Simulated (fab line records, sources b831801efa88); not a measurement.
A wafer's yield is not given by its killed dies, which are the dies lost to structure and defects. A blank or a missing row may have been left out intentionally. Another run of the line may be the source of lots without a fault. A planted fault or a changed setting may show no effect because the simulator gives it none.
A lot that was struck, set against a sound lot -- flow sky130 -- 15 steps out of a route of 708
Sound: wafers L298.2, L298.3, L298.4. Wafers L311.1, L311.2, L311.3 were the ones struck. The cause comes at the end.
For every step that has rows: the tool of each side, followed by ch and its chambers, followed by its first start. Under that, the readings that differ: sound wafers -- struck wafers -- difference of the means -- sigmas: that difference in standard deviations of wafers without a fault.
alike: readings whose means differ by less than 2 such deviations, and words and numbers that are the same on both sides. not compared: withheld readings, readings that some wafer has no value for, bounds like >300 that may hide the same value, and numbers for which the record gives no deviation and whose values overlap.
Wherever a step has rows on one side only, a row that says differs or no value, or a row with sigmas, the two part there. Numbers that have no deviation but don't overlap get no sigmas and don't part them. Lack of a reading on every wafer of one side parts them only where that side has two or more wafers.

first, 1 step without rows for these wafers: SKY_VIA4_HDPCVD_00 (deposits SiO2, target thk 1750 nm, time 291.7 s).
SKY_VIA4_THK_MEAS_01:
  sound: film metro-03 at day 45 02:02; struck: film metro-04 at day 47 05:30
reading,sound,struck,difference,sigmas
VIA4_HDPCVD_THK (nm),1773 1779 1788,1744 1752 1728,-39,-2
SKY_VIA4_CMP_02: polishes SiO2.
  sound on cmp-02 ch 0,2,3, day 45 02:08; struck on cmp-01 ch 1,2,3, day 47 05:34
  alike: motor current A
SKY_VIA4_BOW_MEAS_03:
  sound: film metro-03 at day 45 02:25; struck: film metro-04 at day 47 05:52
  alike: VIA4_BOW
then, 7 steps without rows for these wafers: SKY_VIA4_DEHYDRATE_04 (time 60 s); SKY_VIA4_HMDS_05 (prime time 60 s); SKY_VIA4_COAT_06 (resist thk 1140 nm); SKY_VIA4_SOFTBAKE_07 (time 60 s); SKY_VIA4_EXPOSE_08 (exposes mask VIM4, target cd 800 nm); SKY_VIA4_PEB_09; SKY_VIA4_DEVELOP_10 (develop time 60 s).
SKY_VIA4_OVL_MEAS_11:
  sound: overlay-01 at day 45 23:35; struck: overlay-02 at day 48 02:04
  alike: VIA4_OVL
SKY_VIA4_ETCH_12: etches SiO2 in C4F8/O2/Ar, stops on TiN, target depth 580 nm.
  sound on rie diel-04 ch 0,1,2, day 45 23:37; struck on rie diel-03 ch 0,1,3, day 48 02:05
  no value came back on the struck wafers for bias w (W), chamber pressure mTorr (mTorr), oes product au (a.u.); on the sound wafers bias w (W) reads 1196 1198 1201
reading,sound,struck,difference,sigmas
model.NOVOLAK_of_VIA4_COAT_06.thk nm (nm),1013 1014 1008,1140 1139 1142,+129,
SKY_VIA4_STRIP_13: strips in O2/N2.
  sound on plasma asher-02 ch 0,1, day 45 23:41; struck on plasma asher-01 ch 0,1, day 48 02:10
reading,sound,struck,difference,sigmas
oes product au (a.u.),0.707 0.700 0.706,0.713 0.716 0.714,+0.010,+2
strip time to endpoint s (s),12.822 12.811 12.833,14.164 14.188 14.198,+1.361,+49
  alike: drypump motor current A, n2 flow sccm
  not compared: rf hours counter h
then, 1 step without rows for these wafers: SKY_VIA4_STRIP_14 (strips in post etch residue remover, time 1200 s).

## WHERE THEY PART
Earliest at SKY_VIA4_THK_MEAS_01; latest, in this record, at SKY_VIA4_STRIP_13.

WHY: what had been put in by the simulator
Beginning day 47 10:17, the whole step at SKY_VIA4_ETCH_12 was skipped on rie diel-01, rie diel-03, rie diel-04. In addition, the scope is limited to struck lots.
